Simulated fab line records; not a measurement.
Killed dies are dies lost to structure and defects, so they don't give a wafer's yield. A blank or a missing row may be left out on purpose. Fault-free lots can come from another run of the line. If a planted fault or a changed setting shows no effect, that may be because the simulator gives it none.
Matching of chambers || flow sky130 || SKY_LI_CONTACT_CMP_24 on cmp-01: 4 sister chambers
The step polishes, stops on PSG, t overpolish 20 s, target thk 0 nm. 4 wafers are shown with their chamber, then 8 later ones without.

WAFERS WITH THEIR CHAMBER
{"wafer": "L732.2", "chamber": 3, "motor_current_A (A)": 9.9}
{"wafer": "L736.3", "chamber": 2, "motor_current_A (A)": 11.5}
{"wafer": "L736.5", "chamber": 0, "motor_current_A (A)": 10.8}
{"wafer": "L743.2", "chamber": 1, "motor_current_A (A)": 10.8}

WAFERS WITH NO CHAMBER GIVEN
{"wafer": "L743.3", "motor_current_A (A)": 10.4}
{"wafer": "L743.5", "motor_current_A (A)": 11.7}
{"wafer": "L746.2", "motor_current_A (A)": 11.5}
{"wafer": "L746.3", "motor_current_A (A)": 10.8}
{"wafer": "L746.4", "motor_current_A (A)": 10.4}
{"wafer": "L750.2", "motor_current_A (A)": 10.8}
{"wafer": "L750.5", "motor_current_A (A)": 11.9}
{"wafer": "L750.6", "motor_current_A (A)": 9.9}

THE CHAMBER EACH PASSED THROUGH
{"wafer": "L743.3", "from the rows above": "can't be placed: 0 or 1 or 3", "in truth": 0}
{"wafer": "L743.5", "from the rows above": 2, "in truth": 2}
{"wafer": "L746.2", "from the rows above": 2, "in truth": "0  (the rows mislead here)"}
{"wafer": "L746.3", "from the rows above": "can't be placed: 0 or 1", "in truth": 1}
{"wafer": "L746.4", "from the rows above": "can't be placed: 0 or 1 or 3", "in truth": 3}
{"wafer": "L750.2", "from the rows above": "can't be placed: 0 or 1", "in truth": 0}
{"wafer": "L750.5", "from the rows above": 2, "in truth": 2}
{"wafer": "L750.6", "from the rows above": 3, "in truth": 3}
3 of 8 placed correctly. From these rows, 4 cannot be placed; in 4 the true chamber is one of the candidates. Number placed wrongly: 1.
How it was worked out, from the rows above alone: a wafer's distance from a chamber is the root of the sum, over the readings, of the square of ((its reading less the chamber's mean) divided by the reading's scatter). If the next closest chamber is less than 2 further off than the closest, the wafer can't be placed; otherwise it belongs to the closest. For every chamber, the mean is computed from those of its wafers that are shown. The scatter (one wafer shown for each chamber): square how far every hidden wafer sits from the nearest shown wafer, average those squares and take the square root.
